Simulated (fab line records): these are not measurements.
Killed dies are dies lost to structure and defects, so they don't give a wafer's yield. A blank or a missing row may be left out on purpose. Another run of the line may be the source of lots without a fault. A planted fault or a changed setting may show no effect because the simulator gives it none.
fab line records	flow sky130
record lots=14	wafers=42	lastDay=50
route steps=708 shown LDD_HVN@274 LDD_LDN@298 SPACER@305
lots that met no fault: from a run of the same line without faults
startH: hours from the record's opening day to when the first of the lot's shown wafers began	waitH: hours since the lot's step before	" identical to the entry in the row above	L1.1+2: a single row standing in for several wafers	- no value, or no start was given	* or withheld: withheld	< > ~ a bound
route shown NAME@n: names a module that has steps shown in the file, with the first one's number in the route	usual: mean/standard deviation taken from wafers without a fault	same: alike in all rows	chamber/n: place in a boat	sites: the reading at each site	_std_site: how widely they spread, as a standard deviation	_edge_site: the outer-site mean with the inner-site mean subtracted	radiusMm: for every site, how far away it sits from the centre of the wafer	mask NAME#n: copy n	behind: the most recent tool/chamber to have shaped the wafer	hold: why the lot was held/for how many hours/how that ended	device: whichever transistor did not switch (one of n, p or np)	end of line: the route-end tests of the same wafers	step lacking rows: just its recipe	killed: at the first sort, the dies lost to defects and structure; wafer yield is something else	map: a wafer's dies, x killed, . not, _ none there
set.NAME: the run value of the setting; set.NAME@STEP: its run value at that earlier step	model.NAME: the simulator's own value behind a step, which no gauge read
one table for each step of the route and one row for each wafer, over a sample of lots
services: when a tool's chamber went out of use (startH, in hours from the record's first day, below 0 if earlier), for how many hours, and the reason
## steps
# step SKY_LDD_HVN_OVL_MEAS_07
# usual LDD_HVN_OVL=-1.1/1.5
lot.wafer	tool	chamber	startH	waitH	LDD_HVN_OVL[nm]
L105.1	overlay-01	-	463.97	0.1	-3.5
L105.5	"	-	"	"	-0.4
L105.6	"	-	"	"	-0.9
L106.2	overlay-02	-	469.56	0.1	0.0
L106.3	"	-	"	"	-0.3
L106.6	"	-	"	"	-0.1
L107.3	overlay-02	-	484.03	0.1	-4.1
L107.4	"	-	"	"	-3.1
L107.6	"	-	"	"	-4.7
L108.3	overlay-02	-	489.43	0.1	-0.7
L108.4	"	-	"	"	-0.5
L108.5	"	-	"	"	-2.3
L109.1	overlay-02	-	501.11	0.1	-0.4
L109.2	"	-	"	"	-0.5
L109.3	"	-	"	"	-1.8
L118.1	overlay-01	-	571.56	0.1	0.2
L118.2	"	-	"	"	-0.8
L118.5	"	-	"	"	-0.2
L119.1	overlay-01	-	581.87	0.1	-1.0
L119.2	"	-	"	"	-0.2
L119.3	"	-	"	"	1.1
L121.1	overlay-02	-	632.32	0.1	-0.2
L121.2	"	-	"	"	-1.6
L121.3	"	-	"	"	-0.3
L123.4	overlay-02	-	633.72	0.1	-1.8
L123.5	"	-	"	"	-1.2
L123.6	"	-	"	"	-0.7
L122.1	overlay-02	-	634.37	0.1	1.1
L122.2	"	-	"	"	0.8
L122.5	"	-	"	"	2.3
L124.2	overlay-02	-	634.61	0.1	-1.3
L124.5	"	-	"	"	-0.8
L124.6	"	-	"	"	-2.0
L125.1	overlay-02	-	635.36	0.1	-1.9
L125.4	"	-	"	"	0.1
L125.5	"	-	"	"	-2.5
L127.4	overlay-02	-	649.13	0.1	-2.7
L127.5	"	-	"	"	-0.6
L127.6	"	-	"	"	-0.5
L128.2	overlay-02	-	657.12	0.1	-3.9
L128.3	"	-	"	"	-3.7
L128.4	"	-	"	"	-4.0
# step SKY_LDD_LDN_IMPLANT_09
# recipe species=As	energyKev=15	doseCm2=1.25e+13	tiltDeg=withheld	rotationDeg=113
# usual beamEnergyKeV=14.999/0.0043	beamOnS=10.02/0.21
lot.wafer	tool	chamber	startH	waitH	beamEnergyKeV	beamOnS
L105.1	implanter-03	0	523.89	0.1	14.999	10.11
L105.5	"	0	"	"	14.990	10.11
L105.6	"	0	"	"	14.991	9.85
L106.2	implanter-02	0	529.98	0.1	15.002	9.58
L106.3	"	0	"	"	14.999	9.84
L106.6	"	0	"	"	15.000	9.95
L107.3	implanter-03	0	544.50	0.1	14.999	10.31
L107.4	"	0	"	"	15.001	10.18
L107.6	"	0	"	"	14.999	10.63
L108.3	implanter-04	0	550.00	0.1	14.997	10.34
L108.4	"	0	"	"	15.000	10.10
L108.5	"	0	"	"	15.000	10.45
L109.1	implanter-04	0	561.64	0.1	14.998	10.30
L109.2	"	0	"	"	15.002	10.06
L109.3	"	0	"	"	15.000	10.33
L118.1	implanter-03	-	630.74	0.1	-	-
L118.2	"	-	"	"	-	-
L118.5	"	-	"	"	-	-
L119.1	implanter-04	-	640.09	0.1	-	-
L119.2	"	-	"	"	-	-
L119.3	"	-	"	"	-	-
L121.1	implanter-04	0	689.04	0.1	15.000	10.06
L121.2	"	0	"	"	14.996	10.33
L121.3	"	0	"	"	15.002	9.90
L123.4	implanter-03	0	690.36	0.1	15.003	9.79
L123.5	"	0	"	"	15.000	10.18
L123.6	"	0	"	"	15.001	10.43
L122.1	implanter-04	0	690.94	0.1	15.003	10.11
L122.2	"	0	"	"	15.004	10.02
L122.5	"	0	"	"	15.003	9.85
L124.2	implanter-03	0	691.21	0.1	15.002	10.17
L124.5	"	0	"	"	14.996	9.97
L124.6	"	0	"	"	14.998	9.93
L125.1	implanter-04	0	691.54	0.1	15.001	9.88
L125.4	"	0	"	"	15.002	9.99
L125.5	"	0	"	"	15.004	9.97
L127.4	implanter-03	0	704.87	0.1	14.998	9.77
L127.5	"	0	"	"	14.993	9.65
L127.6	"	0	"	"	14.997	10.40
L128.2	implanter-04	0	713.11	0.1	14.998	10.00
L128.3	"	0	"	"	14.997	9.81
L128.4	"	0	"	"	15.000	9.77
# step SKY_LDD_LDN_STRIP_12
# recipe chemistry=O2/N2	powerW=1400	pressureMtorr=1500	platenTempC=withheld	o2FlowSccm=3000	n2FlowSccm=300	overashFraction=0.5
# usual drypumpMotorCurrentA=5.87/0.3	oesProductAu=0.715/0.0042	stripTimeToEndpointS=14.17/0.036
lot.wafer	tool	chamber	startH	waitH	drypumpMotorCurrentA	oesProductAu	rfHoursCounterH	stripTimeToEndpointS
L105.1	plasmaAsher-04	1	524.34	0.1	6.02	0.716	9	14.10
L105.5	"	0	"	"	5.74	0.712	-	14.16
L105.6	"	1	"	"	6.00	0.718	-	14.12
L106.2	plasmaAsher-01	0	530.41	0.1	5.30	0.716	87	14.20
L106.3	"	1	"	"	5.49	0.720	-	14.13
L106.6	"	1	"	"	5.47	0.713	-	14.19
L107.3	plasmaAsher-01	1	544.93	0.1	5.50	0.712	-	14.11
L107.4	"	0	"	"	5.33	0.711	-	14.17
L107.6	"	0	"	"	5.31	0.712	-	14.16
L108.3	plasmaAsher-04	0	550.43	0.1	5.71	0.715	-	14.19
L108.4	"	1	"	"	6.00	0.715	-	14.19
L108.5	"	1	"	"	5.99	0.720	-	14.17
L109.1	plasmaAsher-03	1	562.09	0.1	6.15	0.712	72	14.11
L109.2	"	0	"	"	6.16	0.720	72	14.14
L109.3	"	0	"	"	6.17	0.720	-	14.17
L118.1	plasmaAsher-04	1	631.19	0.1	6.01	0.713	20	14.20
L118.2	"	0	"	"	5.75	0.714	20	14.21
L118.5	"	0	"	"	5.71	0.721	-	14.23
L119.1	plasmaAsher-03	1	640.54	0.1	6.19	0.718	79	14.24
L119.2	"	0	"	"	6.20	0.716	79	14.21
L119.3	"	1	"	"	6.18	0.724	-	14.22
L121.1	plasmaAsher-04	1	689.49	0.1	5.99	0.717	26	14.14
L121.2	"	0	"	"	5.76	0.709	26	14.15
L121.3	"	0	"	"	5.77	0.719	-	14.13
L123.4	plasmaAsher-04	1	690.77	0.1	6.01	0.712	-	14.15
L123.5	"	1	"	"	6.02	0.711	-	14.21
L123.6	"	0	"	"	5.73	0.712	-	14.21
L122.1	plasmaAsher-04	0	691.39	0.1	5.76	0.715	26	14.20
L122.2	"	1	"	"	5.99	0.711	26	14.23
L122.5	"	1	"	"	5.99	0.708	-	14.18
L124.2	plasmaAsher-03	1	691.64	0.1	6.17	0.712	84	14.17
L124.5	"	1	"	"	6.12	0.721	-	14.17
L124.6	"	0	"	"	6.18	0.714	-	14.14
L125.1	plasmaAsher-04	0	693.23	0.1	5.74	0.713	26	14.23
L125.4	"	0	"	"	5.75	0.724	-	14.24
L125.5	"	1	"	"	6.00	0.712	-	14.19
L127.4	plasmaAsher-03	1	705.28	0.1	6.21	0.720	-	14.19
L127.5	"	0	"	"	6.19	0.712	-	14.15
L127.6	"	1	"	"	6.15	0.716	-	14.15
L128.2	plasmaAsher-04	1	713.54	0.1	5.99	0.717	28	14.20
L128.3	"	0	"	"	5.72	0.716	-	14.19
L128.4	"	1	"	"	6.01	0.717	-	14.18
# step SKY_LDD_LDN_TW_MEAS_13
# usual LDD_LDN_TW=1496/20
lot.wafer	tool	chamber	startH	waitH	LDD_LDN_TW
L105.1	filmMetro-03	-	524.44	0.1	1508
L105.5	"	-	"	"	1506
L105.6	"	-	"	"	1511
L106.2	filmMetro-04	-	530.52	0.1	1449
L106.3	"	-	"	"	1440
L106.6	"	-	"	"	1447
L107.3	filmMetro-03	-	545.02	0.1	1507
L107.4	"	-	"	"	1498
L107.6	"	-	"	"	1508
L108.3	filmMetro-03	-	550.52	0.1	1508
L108.4	"	-	"	"	1505
L108.5	"	-	"	"	1502
L109.1	filmMetro-02	-	562.19	0.1	1507
L109.2	"	-	"	"	1502
L109.3	"	-	"	"	1501
L118.1	filmMetro-03	-	631.29	0.1	1383
L118.2	"	-	"	"	1382
L118.5	"	-	"	"	1383
L119.1	filmMetro-02	-	640.64	0.1	1362
L119.2	"	-	"	"	1371
L119.3	"	-	"	"	1368
L121.1	filmMetro-03	-	689.59	0.1	1496
L121.2	"	-	"	"	1500
L121.3	"	-	"	"	1499
L123.4	filmMetro-03	-	690.87	0.1	1500
L123.5	"	-	"	"	1508
L123.6	"	-	"	"	1496
L122.1	filmMetro-02	-	691.49	0.1	1489
L122.2	"	-	"	"	1489
L122.5	"	-	"	"	1496
L124.2	filmMetro-03	-	691.75	0.1	1498
L124.5	"	-	"	"	1508
L124.6	"	-	"	"	1502
L125.1	filmMetro-02	-	693.33	0.1	1500
L125.4	"	-	"	"	1500
L125.5	"	-	"	"	1495
L127.4	filmMetro-02	-	705.38	0.1	1502
L127.5	"	-	"	"	1499
L127.6	"	-	"	"	1498
L128.2	filmMetro-02	-	713.65	0.1	1501
L128.3	"	-	"	"	1507
L128.4	"	-	"	"	1504
# step SKY_SPACER_THK_MEAS_01
# recipe reads=Si3N4_of_SPACER_CVD_00
# usual SPACER_CVD_00_THK=42.9/0.41
lot.wafer	tool	chamber	startH	waitH	SPACER_CVD_00_THK[nm]
L105.1	filmMetro-03	-	526.65	0.0	42.6
L105.5	"	-	"	"	42.3
L105.6	"	-	"	"	42.0
L106.2	filmMetro-03	-	531.83	0.0	43.1
L106.3	"	-	"	"	43.0
L106.6	"	-	"	"	42.9
L107.3	filmMetro-04	-	546.34	0.0	43.0
L107.4	"	-	"	"	42.9
L107.6	"	-	"	"	42.8
L108.3	filmMetro-04	-	552.95	0.0	43.0
L108.4	"	-	"	"	43.3
L108.5	"	-	"	"	43.3
L109.1	filmMetro-03	-	563.75	0.0	43.3
L109.2	"	-	"	"	43.3
L109.3	"	-	"	"	43.4
L121.1	filmMetro-03	-	690.90	0.0	43.3
L121.2	"	-	"	"	43.6
L121.3	"	-	"	"	43.0
L123.4	filmMetro-01	-	692.18	0.0	42.9
L123.5	"	-	"	"	42.6
L123.6	"	-	"	"	42.7
L122.1	filmMetro-01	-	693.36	0.0	42.7
L122.2	"	-	"	"	42.3
L122.5	"	-	"	"	42.5
L124.2	filmMetro-04	-	693.39	0.0	42.9
L124.5	"	-	"	"	43.0
L124.6	"	-	"	"	42.6
L125.1	filmMetro-03	-	694.65	0.0	43.8
L125.4	"	-	"	"	43.3
L125.5	"	-	"	"	43.1
L127.4	filmMetro-03	-	706.69	0.0	43.2
L127.5	"	-	"	"	43.2
L127.6	"	-	"	"	43.0
L128.2	filmMetro-03	-	715.04	0.0	42.8
L128.3	"	-	"	"	43.0
L128.4	"	-	"	"	43.0
## services
tool	chamber	startH	hours	kind
plasmaAsher-04	-	513.86	2.8	repair
implanter-03	-	558.72	3.1	pm
plasmaAsher-03	-	565.38	2.8	pm
implanter-03	-	571.96	2.7	repair
plasmaAsher-03	-	582.89	2.7	repair
plasmaAsher-03	-	630.04	1.9	repair
implanter-02	-	634.52	167.2	pm
## key
firstSign step=SKY_LDD_LDN_IMPLANT_09	reading=toolRecord	direction=missing
effect step=SKY_LDD_LDN_TW_MEAS_13	reading=LDD_LDN_TW	direction=down	sigmas=6.2	usual=1496	struck=1375
metAt SKY_LDD_LDN_IMPLANT_09
struckLots L118,L119
laterRowsLeftOut L118.1,L118.2,L118.5,L119.1,L119.2,L119.3
sortLeftOut L118.1,L118.2,L118.5,L119.1,L119.2,L119.3
testerLeftOut L118,L119
notActingAt SKY_LDD_HVN_OVL_MEAS_07,SKY_LDD_LDN_STRIP_12,SKY_SPACER_THK_MEAS_01
onsetBetween 561.64 630.74
fault kind=skippedStepWhole	tool=implanter-03,implanter-04	chamber=-	onsetH=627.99	steps=SKY_LDD_LDN_IMPLANT_09	scope=struckLotsOnly
# testerLeftOut: of these lots the tester's yield and bins aren't shown, on N5 and GAA mostly nor the transistor test; their killed dies are dies lost to structure and defects alone, not to doping, threshold or leakage, so they don't give the yield
# sortLeftOut: the simulated sort isn't trusted on such a fault, so these wafers' sort isn't shown, and their yield isn't known
# laterRowsLeftOut: the simulator's readings of these wafers behind a module that went badly wrong aren't trusted and aren't shown, but for the sort
